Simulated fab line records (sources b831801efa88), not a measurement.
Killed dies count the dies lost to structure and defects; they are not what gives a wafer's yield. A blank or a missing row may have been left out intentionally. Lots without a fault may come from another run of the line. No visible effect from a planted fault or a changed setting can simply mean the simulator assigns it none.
fab line records	flow sky130
[record] lots = 6	wafers = 18	last_day = 50
route steps=708 shown LI_CONTACT@371
lots untouched by any fault: they come from a run of this same line in which no faults occurred
start_h: hours from the record's first day to the start of the lot's first wafer shown	wait_h: hours from the lot's prior step to this one	" unchanged from the row above	L1.1+2: a single row standing in for several wafers	- value missing, or start not given	* or withheld: withheld	< > ~ a bound
route shown NAME@n: NAME is a module with steps in the file, n the number in the route of the first one	usual: average and standard deviation across the fault-free wafers	same: alike in all rows	chamber/n: place in a boat	sites: the reading at each site	_std_site: standard deviation of those values	_edge_site: outer sites' mean less inner sites'	radius_mm: for every site, how far away it sits from the centre of the wafer	mask NAME#n: copy n	behind: the most recent tool/chamber to have shaped the wafer	hold: reason for holding the lot/hours on hold/outcome of the hold	device: the n, p or np transistor that did not switch	end of line: at the end of the route, the tests of the same wafers	a step with no rows: only its recipe	killed: dies that structure and defects cost at the first sort, which is not the same as the wafer's yield	map: the dies of a wafer, with x for killed, . for not killed, _ for no die there
set.NAME: the setting the step ran with; set.NAME@STEP: the setting that earlier step ran with	model.NAME: the simulator's own value behind a step, which no gauge read
lots at selected steps of the route; one table per step, one row per wafer
services: from which hour (start_h, from the record's first day; less than 0 if before it) a tool's chamber was out of use, for how many hours, and why
[[steps]]
[step SKY_LI_CONTACT_EXPOSE_09]
[recipe] mask_id = LICM1	na = 0.8	source_shape = annular	sigma_inner = 0.55	sigma_outer = 0.85	target_cd_nm = 170	dose_mj = 38
[step SKY_LI_CONTACT_PEB_10]
[recipe] peb_temp_c = withheld	peb_time_s = withheld	resist = KrF-thick
[step SKY_LI_CONTACT_DEVELOP_11]
[recipe] develop_time_s = 60	resist = KrF-thick	dev_temp_c = 21
[step SKY_LI_CONTACT_CD_MEAS_12]
[recipe] target_cd_nm = 170
[usual] cd_nm = 170.3/1.3
lot.wafer	tool	chamber	start_h	wait_h	cd_nm
L113.2	cd_sem-02	-	677.18	-	169.0
L113.3	"	-	"	"	169.4
L113.5	"	-	"	"	170.5
L123.2	cd_sem-02	-	765.77	-	171.0
L123.3	"	-	"	"	171.2
L123.5	"	-	"	"	170.7
L124.2	cd_sem-02	-	771.67	-	171.3
L124.3	"	-	"	"	169.6
L124.6	"	-	"	"	169.4
L125.1	cd_sem-01	-	786.10	-	169.6
L125.3	"	-	"	"	171.4
L125.5	"	-	"	"	171.3
L128.1	cd_sem-01	-	809.90	-	170.1
L128.2	"	-	"	"	169.6
L128.4	"	-	"	"	170.2
L132.2	cd_sem-02	-	840.87	-	170.6
L132.5	"	-	"	"	169.7
L132.6	"	-	"	"	170.2
[step SKY_LI_CONTACT_OVL_MEAS_13]
[usual] LI_CONTACT_OVL = 2/5.8
lot.wafer	tool	chamber	start_h	wait_h	LI_CONTACT_OVL[nm]
L113.2	overlay-02	-	677.29	0.1	5
L113.3	"	-	"	"	13
L113.5	"	-	"	"	5
L123.2	overlay-01	-	765.87	0.1	0
L123.3	"	-	"	"	-9
L123.5	"	-	"	"	-9
L124.2	overlay-02	-	771.77	0.1	11
L124.3	"	-	"	"	8
L124.6	"	-	"	"	6
L125.1	overlay-02	-	786.22	0.1	6
L125.3	"	-	"	"	10
L125.5	"	-	"	"	4
L128.1	overlay-01	-	810.02	0.1	2
L128.2	"	-	"	"	7
L128.4	"	-	"	"	5
L132.2	overlay-01	-	840.97	0.1	-2
L132.5	"	-	"	"	7
L132.6	"	-	"	"	1
[step SKY_LI_CONTACT_ETCH_14]
[recipe] chemistry = N2/H2	target = BARC	ion_energy_ev = 200	source_w = 500	bias_w = 100	pressure_mtorr = 30	n2_flow_sccm = 100	h2_flow_sccm = 200	stop_on = SiO2	time_s = 45.9	target_depth_a = 600
[usual] chamber_pressure_mTorr = 30.001/0.024	drypump_motor_current_A = 5.8/0.45	n2_flow_sccm = 99.9/0.3	oes_product_au = 0.854/0.0048	throttle_valve_pct = 13.224/0.0088
lot.wafer	tool	chamber	start_h	wait_h	chamber_pressure_mTorr	drypump_motor_current_A	n2_flow_sccm	oes_product_au	rf_hours_counter_h	throttle_valve_pct
L113.2	rie_diel-03	0	677.32	0.0	29.985	5.9	100.1	0.863	1	13.211
L113.3	"	2	"	"	30.020	6.3	100.3	0.861	13	13.209
L113.5	"	1	"	"	29.989	5.5	100.7	0.858	-	13.232
L123.2	rie_diel-03	0	765.90	0.0	30.018	5.9	99.3	0.858	3	13.211
L123.3	"	3	"	"	30.021	6.6	99.9	0.860	9	13.231
L123.5	"	3	"	"	29.992	6.6	100.0	0.852	-	13.223
L124.2	rie_diel-03	2	771.80	0.0	29.995	6.3	99.8	0.853	15	13.217
L124.3	"	0	"	"	29.974	5.9	100.2	0.857	3	13.224
L124.6	"	1	"	"	30.013	5.5	99.6	0.856	-	13.228
L125.1	rie_diel-02	2	786.25	0.0	29.961	5.2	100.2	0.859	8	13.216
L125.3	"	3	"	"	30.013	5.6	99.8	0.850	10	13.242
L125.5	"	3	"	"	30.026	5.6	100.1	0.854	-	13.232
L128.1	rie_diel-03	2	810.05	0.0	29.992	6.3	100.0	0.847	17	13.228
L128.2	"	0	"	"	30.034	5.9	99.1	0.859	4	13.220
L128.4	"	3	"	"	30.017	6.6	100.6	0.854	10	13.236
L132.2	rie_diel-03	1	841.00	0.0	29.931	5.5	99.7	0.851	25	13.228
L132.5	"	3	"	"	30.014	6.7	99.6	0.854	-	13.231
L132.6	"	2	"	"	30.053	6.3	99.9	0.858	-	13.246
[step SKY_LI_CONTACT_ETCH_15]
[recipe] target = PSG	chemistry = C4F8/O2/Ar	stop_on = Si	taper_deg = 4.15	mask_material = KrF-thick	source_w = 1500	bias_w = 1200	pressure_mtorr = 40	c4f8_flow_sccm = withheld	O2_flow_sccm = 6	Ar_flow_sccm = 300	time_s = withheld	target_depth_a = 6000
[usual] chamber_pressure_mTorr = 39.99/0.04	oes_product_au = 0.837/0.0046
lot.wafer	tool	chamber	start_h	wait_h	chamber_pressure_mTorr	oes_product_au
L113.2	rie_diel-03	0	677.36	0.0	39.97	0.825
L113.3	"	2	"	"	40.01	0.841
L113.5	"	1	"	"	39.94	0.832
L123.2	rie_diel-03	0	765.95	0.0	40.00	0.837
L123.3	"	3	"	"	40.02	0.843
L123.5	"	3	"	"	39.99	0.836
L124.2	rie_diel-03	2	771.84	0.0	40.05	0.837
L124.3	"	0	"	"	40.00	0.836
L124.6	"	1	"	"	39.99	0.836
L125.1	rie_diel-02	2	786.30	0.0	39.95	0.836
L125.3	"	3	"	"	39.99	0.836
L125.5	"	3	"	"	39.99	0.833
L128.1	rie_diel-03	2	810.10	0.0	40.03	0.833
L128.2	"	0	"	"	39.99	0.840
L128.4	"	3	"	"	39.96	0.835
L132.2	rie_diel-03	1	841.05	0.0	40.00	0.835
L132.5	"	3	"	"	39.96	0.832
L132.6	"	2	"	"	39.99	0.837
[step SKY_LI_CONTACT_STRIP_16]
[recipe] chemistry = O2/N2	power_w = 1400	pressure_mtorr = 1500	platen_temp_c = withheld	o2_flow_sccm = 3000	n2_flow_sccm = 300	overash_fraction = 0.5
[usual] chamber_pressure_mTorr = 1499.8/1.2	drypump_motor_current_A = 5.9/0.34	n2_flow_sccm = 300.1/0.87	oes_product_au = 0.374/0.0049	strip_time_to_endpoint_s = 3.47/0.041
lot.wafer	tool	chamber	start_h	wait_h	chamber_pressure_mTorr	drypump_motor_current_A	n2_flow_sccm	oes_product_au	rf_hours_counter_h	strip_time_to_endpoint_s
L113.2	plasma_asher-04	1	677.45	-	1500.3	6.3	300.5	0.380	84	3.44
L113.3	"	0	"	"	1500.7	5.5	300.0	0.379	-	3.53
L113.5	"	1	"	"	1499.6	6.3	299.5	0.371	-	3.45
L123.2	plasma_asher-02	1	766.03	-	1498.9	5.6	299.0	0.369	34	3.47
L123.3	"	1	"	"	1499.5	5.6	299.5	0.381	-	3.39
L123.5	"	0	"	"	1500.5	6.0	300.2	0.370	-	3.40
L124.2	plasma_asher-03	0	771.93	-	1500.5	5.6	301.4	0.384	3	3.54
L124.3	"	0	"	"	1499.5	5.5	301.4	0.370	-	3.48
L124.6	"	0	"	"	1500.5	5.5	299.6	0.373	-	3.47
L125.1	plasma_asher-03	1	786.38	-	1500.6	6.1	302.4	0.378	4	3.54
L125.3	"	0	"	"	1498.9	5.6	299.8	0.378	-	3.42
L125.5	"	0	"	"	1499.2	5.5	300.3	0.379	-	3.42
L128.1	plasma_asher-04	1	810.18	-	1500.5	6.3	300.2	0.374	97	3.51
L128.2	"	0	"	"	1501.3	5.4	299.5	0.368	97	3.42
L128.4	"	1	"	"	1501.7	6.3	301.4	0.375	-	3.43
L132.2	plasma_asher-03	1	841.13	-	1499.0	6.1	299.6	0.378	9	3.47
L132.5	"	1	"	"	1498.3	6.1	300.3	0.379	-	3.47
L132.6	"	0	"	"	1500.8	5.5	301.2	0.366	-	3.51
[step SKY_LI_CONTACT_CLEAN_17]
[recipe] chemistry = NMP	time_s = 600	temp_c = 60	dry = n2_spin
[step SKY_LI_CONTACT_PRE_CLEAN_18]
[recipe] gas = Ar	time_s = 5.6	bias_v = 358
[step SKY_LI_CONTACT_SPUTTER_19]
[recipe] material = Ti	target_thk_nm = 20	chamber_pressure_pa = 5	power_w = 2500	substrate_temp_c = 200	time_s = 106.37
[usual] throttle_valve_pct = 29.8/0.88
lot.wafer	tool	chamber	start_h	wait_h	throttle_valve_pct
L113.2	pvd_sputter-03	-	677.76	0.0	30.5
L113.3	"	-	"	"	29.8
L113.5	"	-	"	"	30.0
L123.2	pvd_sputter-03	-	766.33	0.0	29.8
L123.3	"	-	"	"	30.6
L123.5	"	-	"	"	29.8
L124.2	pvd_sputter-02	-	772.22	0.0	29.0
L124.3	"	-	"	"	30.9
L124.6	"	-	"	"	30.6
L125.1	pvd_sputter-02	-	786.69	0.0	28.7
L125.3	"	-	"	"	30.7
L125.5	"	-	"	"	28.7
L128.1	pvd_sputter-02	-	810.48	0.0	28.9
L128.2	"	-	"	"	28.6
L128.4	"	-	"	"	30.5
L132.2	pvd_sputter-02	-	841.43	0.0	30.8
L132.5	"	-	"	"	28.7
L132.6	"	-	"	"	28.8
[step SKY_LI_CONTACT_SPUTTER_20]
[recipe] material = TiN	target_thk_nm = 20	chamber_pressure_pa = 5	power_w = 4000	time_s = 80
[usual] throttle_valve_pct = 29.8/0.86
lot.wafer	tool	chamber	start_h	wait_h	throttle_valve_pct
L113.2	pvd_sputter-03	-	677.83	0.0	30.5
L113.3	"	-	"	"	30.1
L113.5	"	-	"	"	29.7
L123.2	pvd_sputter-03	-	766.40	0.0	29.9
L123.3	"	-	"	"	30.4
L123.5	"	-	"	"	30.0
L124.2	pvd_sputter-02	-	772.30	0.0	28.7
L124.3	"	-	"	"	30.7
L124.6	"	-	"	"	30.5
L125.1	pvd_sputter-02	-	786.77	0.0	28.9
L125.3	"	-	"	"	30.6
L125.5	"	-	"	"	28.7
L128.1	pvd_sputter-02	-	810.55	0.0	29.0
L128.2	"	-	"	"	29.0
L128.4	"	-	"	"	30.7
L132.2	pvd_sputter-02	-	841.50	0.0	30.6
L132.5	"	-	"	"	29.0
L132.6	"	-	"	"	28.6
[step SKY_LI_CONTACT_CVD_21]
[recipe] material = W	target_thk_nm = 400	time_s = 120.56	temp_c = 400	pressure_torr = 40
[usual] chamber_pressure_Torr = 39.99/0.083	heater_power_w = 893/25	susceptor_temp_C = 399.98/0.21
lot.wafer	tool	chamber	start_h	wait_h	chamber_pressure_Torr	heater_power_w	susceptor_temp_C	model.W_of_LI_CONTACT_CVD_21.thk_nm
L113.2	cvd_w-01	1	677.89	0.0	40.08	903	400.52	399.9
L113.3	"	1	"	"	39.97	900	400.28	396.7
L113.5	"	0	"	"	40.06	912	400.07	397.4
L123.2	cvd_w-02	0	766.46	0.0	40.04	857	399.92	402.9
L123.3	"	1	"	"	39.95	888	399.86	398.5
L123.5	"	1	"	"	39.90	860	399.94	397.5
L124.2	cvd_w-02	0	772.36	0.0	39.96	880	402.75	422
L124.3	"	0	"	"	39.90	886	402.97	421.3
L124.6	"	0	"	"	39.98	865	402.32	423.5
L125.1	cvd_w-02	1	786.83	0.0	39.95	887	402.69	404.7
L125.3	"	1	"	"	39.91	899	402.78	407.1
L125.5	"	0	"	"	39.95	881	402.98	414.9
L128.1	cvd_w-01	1	810.61	0.0	39.87	932	399.91	397.1
L128.2	"	1	"	"	39.97	922	399.79	401.1
L128.4	"	1	"	"	39.84	896	399.75	396.1
L132.2	cvd_w-02	0	841.56	0.0	39.93	884	399.87	399.3
L132.5	"	1	"	"	39.86	855	400.07	393.2
L132.6	"	0	"	"	40.02	870	400.13	401.5
[step SKY_LI_CONTACT_RS_MEAS_22]
[recipe] thk_meas_gauge = four-point-probe	reads = W_of_LI_CONTACT_CVD_21+TiN_of_LI_CONTACT_SPUTTER_20+Ti_of_LI_CONTACT_SPUTTER_19
[usual] LI_CONTACT_W_RS = 0.287/0.0032
lot.wafer	tool	chamber	start_h	wait_h	hold	LI_CONTACT_W_RS[ohm/sq]
L113.2	film_metro-01	-	678.04	0.1	-	0.284
L113.3	"	-	"	"	-	0.286
L113.5	"	-	"	"	-	0.286
L123.2	film_metro-04	-	766.61	0.1	-	0.282
L123.3	"	-	"	"	-	0.285
L123.5	"	-	"	"	-	0.286
L124.2	film_metro-01	-	772.51	0.1	await_dispo/0.2h/release	0.270
L124.3	"	-	"	"	await_dispo/0.2h/release	0.270
L124.6	"	-	"	"	await_dispo/0.2h/release	0.268
L124.2	film_metro-01	-	772.79	0.3	-	0.269
L124.3	"	-	"	"	-	0.270
L124.6	"	-	"	"	-	0.268
L125.1	film_metro-04	-	786.95	0.1	await_dispo/0.2h/release	0.281
L125.3	"	-	"	"	await_dispo/0.2h/release	0.280
L125.5	"	-	"	"	await_dispo/0.2h/release	0.274
L125.1	film_metro-04	-	787.39	0.4	-	0.281
L125.3	"	-	"	"	-	0.279
L125.5	"	-	"	"	-	0.275
L128.1	film_metro-04	-	810.86	0.2	-	0.287
L128.2	"	-	"	"	-	0.284
L128.4	"	-	"	"	-	0.287
L132.2	film_metro-02	-	841.71	0.1	-	0.285
L132.5	"	-	"	"	-	0.289
L132.6	"	-	"	"	-	0.285
[step SKY_LI_CONTACT_THK_MEAS_23]
[recipe] thk_meas_gauge = xrf	reads = W_of_LI_CONTACT_CVD_21
[usual] LI_CONTACT_W_THK = 399/5.2
lot.wafer	tool	chamber	start_h	wait_h	hold	LI_CONTACT_W_THK[nm]
L113.2	film_metro-01	-	678.15	0.1	-	405
L113.3	"	-	"	"	-	400
L113.5	"	-	"	"	-	401
L123.2	film_metro-04	-	766.72	0.1	-	407
L123.3	"	-	"	"	-	402
L123.5	"	-	"	"	-	399
L124.2	film_metro-01	-	777.05	4.2	await_dispo/0.2h/release	429
L124.3	"	-	"	"	await_dispo/0.2h/release	419
L124.6	"	-	"	"	await_dispo/0.2h/release	425
L124.2	film_metro-01	-	777.28	0.2	-	427
L124.3	"	-	"	"	-	424
L124.6	"	-	"	"	-	427
L125.1	film_metro-04	-	790.93	3.5	await_dispo/0.2h/release	412
L125.3	"	-	"	"	await_dispo/0.2h/release	413
L125.5	"	-	"	"	await_dispo/0.2h/release	422
L125.1	film_metro-04	-	791.16	0.2	-	409
L125.3	"	-	"	"	-	410
L125.5	"	-	"	"	-	420
L128.1	film_metro-04	-	810.98	0.1	-	403
L128.2	"	-	"	"	-	407
L128.4	"	-	"	"	-	403
L132.2	film_metro-02	-	841.82	0.1	-	403
L132.5	"	-	"	"	-	393
L132.6	"	-	"	"	-	407
[[services]]
tool	chamber	start_h	hours	kind
cvd_w-02	1	662.77	13.0	repair
rie_diel-02	1	668.22	2.1	repair
rie_diel-03	-	668.60	0.8	repair
rie_diel-03	-	672.44	2.8	pm
plasma_asher-03	-	686.90	0.9	repair
rie_diel-03	0	687.22	4.3	repair
cvd_w-02	1	691.13	12.4	repair
plasma_asher-02	-	691.95	2.8	pm
plasma_asher-03	-	733.75	9.0	pm
plasma_asher-03	0	733.75	9.0	vent_cycle
plasma_asher-03	1	733.75	9.0	vent_cycle
cvd_w-02	-	742.65	0.6	repair
plasma_asher-03	0	742.75	-	clean
plasma_asher-03	1	742.75	-	clean
rie_diel-02	0	745.87	-	clean
rie_diel-02	0	745.87	16.0	scheduled_down
cvd_w-02	-	751.36	2.8	pm
rie_diel-02	3	790.03	23.9	repair
cvd_w-01	0	808.75	2.4	repair
rie_diel-02	-	815.98	0.4	repair
cvd_w-01	-	828.93	0.9	repair
pvd_sputter-03	3	832.59	-	consumable_replace:kit
pvd_sputter-03	3	832.59	18.0	scheduled_down
pvd_sputter-03	3	832.59	18.0	vent_cycle
[[key]]
[first_sign] step = SKY_LI_CONTACT_CVD_21	reading = susceptor_temp_C	direction = up	sigmas = 13	usual = *	struck = *
[effect] step = SKY_LI_CONTACT_RS_MEAS_22	reading = visit	direction = added
[effect] step = SKY_LI_CONTACT_THK_MEAS_23	reading = visit	direction = added
[model_effect] step = SKY_LI_CONTACT_CVD_21	value = W_of_LI_CONTACT_CVD_21.thk_nm	without = 395.7	struck = 415.6
met_at SKY_LI_CONTACT_CVD_21
struck_wafers L124.2,L124.3,L124.6,L125.1,L125.3,L125.5
sort_left_out L124.2,L124.3,L124.6
tester_left_out L124,L125
onset_between 766.46 772.36
[fault] kind = process_parameter_drift	tool = cvd_w-02	chamber = -	onset_h = 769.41	steps = SKY_LI_CONTACT_CVD_21	channel = temp_c	offset = *	shape = step	end_h = 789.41	acts_in = *	stated = *
// tester_left_out: of these lots the tester's yield and bins aren't shown, on N5 and GAA mostly nor the transistor test; their killed dies are dies lost to structure and defects alone, not to doping, threshold or leakage, so they don't give the yield
// sort_left_out: the simulated sort isn't trusted on such a fault, so these wafers' sort isn't shown, and their yield isn't known
